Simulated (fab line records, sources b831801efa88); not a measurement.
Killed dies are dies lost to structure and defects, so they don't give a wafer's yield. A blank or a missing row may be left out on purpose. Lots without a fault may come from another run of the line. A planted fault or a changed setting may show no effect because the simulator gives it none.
A struck lot beside a sound one | flow sky130 | 15 steps out of a route of 708
Sound: wafers L678.2, L678.5, L678.6. Struck: wafers L683.1, L683.2, L683.5. The cause comes at the end.
At each step with rows: each side's tool, then ch and its chambers, then its first start. Under that, the readings that differ: sound wafers | struck wafers | difference of the means | sigmas: that difference in standard deviations of wafers without a fault.
alike: readings whose means differ by less than 2 such deviations, and words and numbers that are the same on both sides. not compared: withheld readings, readings that some wafer has no value for, bounds like >300 that may hide the same value, and numbers for which the record gives no deviation and whose values overlap.
The two part at a step that has a row with sigmas, a row that says differs or no value, or rows on one side only. Numbers that don't overlap but have no deviation are shown without sigmas and don't part them. A reading that every wafer of one side lacks parts them only if that side has two wafers or more.

SKY_LOCAL_INTERCONNECT_CD_MEAS_11: target cd 170 nm.
  sound on cd_sem-02, day 32 07:23; struck on cd_sem-01, day 34 11:35
  alike: cd_nm
SKY_LOCAL_INTERCONNECT_OVL_MEAS_12:
  sound on overlay-02, day 32 07:30; struck on overlay-01, day 34 11:42
  alike: LOCAL_INTERCONNECT_OVL
SKY_LOCAL_INTERCONNECT_ETCH_13: etches BARC in N2/H2, stops on SiO2, time 45.9 s, target depth 60 nm.
  sound on rie_metal-02 ch 0,1, day 32 07:32; struck on rie_metal-01 ch 0,1, day 34 11:44
  alike: drypump_motor_current_A, oes_product_au, throttle_valve_pct
  not compared: rf_hours_counter_h
SKY_LOCAL_INTERCONNECT_METAL_ETCH_14: etches TiN in Cl2/BCl3, stops on PSG, target depth 110 nm, time 31.4 s.
  sound on rie_metal-02 ch 0,1, day 32 07:35; struck on rie_metal-01 ch 0,1, day 34 11:49
  alike: bcl3_flow_sccm, drypump_motor_current_A, oes_product_au, throttle_valve_pct
  not compared: rf_hours_counter_h
SKY_LOCAL_INTERCONNECT_STRIP_15: strips in O2/N2.
  sound on plasma_asher-04 ch 0,1, day 32 07:38; struck on plasma_asher-04 ch 0,1, day 34 11:53
  reading                      | sound             | struck            | difference | sigmas
  strip_time_to_endpoint_s (s) | 4.765 4.748 4.735 | 4.723 4.716 4.685 | -0.041     | -2
  alike: drypump_motor_current_A, oes_product_au
  not compared: rf_hours_counter_h
then, 3 steps without rows for these wafers: SKY_LOCAL_INTERCONNECT_STRIP_16 (strips in post etch residue remover, time 1200 s); SKY_LOCAL_INTERCONNECT_CLEAN_17 (cleans in IPA, time 180 s); SKY_LOCAL_INTERCONNECT_CLEAN_18 (cleans in O3/DIW).
SKY_CONTACT_CVD_00: deposits Si3N4, target thk 75 nm.
  sound on pecvd-02 ch 0,1,2, day 32 08:16; struck on pecvd-02 ch 0,1,2, day 34 12:29
  alike: heater_power_outer_w, heater_power_w
SKY_CONTACT_THK_MEAS_01:
  sound on film_metro-02, day 32 08:19; struck on film_metro-03, day 34 12:31
  alike: CONTACT_CVD_00_THK
then, 1 step without rows for these wafers: SKY_CONTACT_HDPCVD_02 (deposits SiO2, target thk 565 nm, time 94.2 s).
SKY_CONTACT_THK_MEAS_03:
  sound on film_metro-01, day 32 08:27; struck on film_metro-01, day 34 12:38
  reading                 | sound       | struck      | difference | sigmas
  CONTACT_HDPCVD_THK (nm) | 559 558 559 | 572 575 570 | +14        | +2
SKY_CONTACT_CMP_04: polishes SiO2.
  sound on cmp-01 ch 1,2,3, day 32 08:36; struck on cmp-02 ch 0,1,2, day 34 12:48
  reading                 | sound             | struck            | difference | sigmas
  head_pressure_psi (psi) | 3.994 4.008 4.009 | 3.504 3.510 3.508 | -0.496     | -52
  time_to_endpoint_s (s)  | 77 82 78          | 94 94 95          | +15        | +3
  alike: motor_current_A, slurry_flow_ml_min
SKY_CONTACT_BOW_MEAS_05:
  sound on film_metro-01, day 32 08:49; struck on film_metro-03, day 34 13:00
  alike: CONTACT_BOW
-- the record jumps here: 15 days lie between the struck wafers' starts before and after (it left off in module CONTACT and takes up again in module PAD_OPEN, whose first step shown is number 708 of the route) --
SKY_PAD_OPEN_PROBE_99:
  sound on prober-02, day 47 09:13; struck on prober-01, day 49 02:10
  alike: killed_at_M0_to_M3, killed_at_M4_up, killed_at_contacts, killed_at_front_end, killed_at_other, killed_dies, killed_open, killed_short

WHERE THEY PART
First at SKY_LOCAL_INTERCONNECT_STRIP_15; last, within this record, at SKY_CONTACT_CMP_04. Later steps at which nothing parts them and some readings are alike: SKY_CONTACT_BOW_MEAS_05, SKY_PAD_OPEN_PROBE_99.

WHY: what the simulator had put in
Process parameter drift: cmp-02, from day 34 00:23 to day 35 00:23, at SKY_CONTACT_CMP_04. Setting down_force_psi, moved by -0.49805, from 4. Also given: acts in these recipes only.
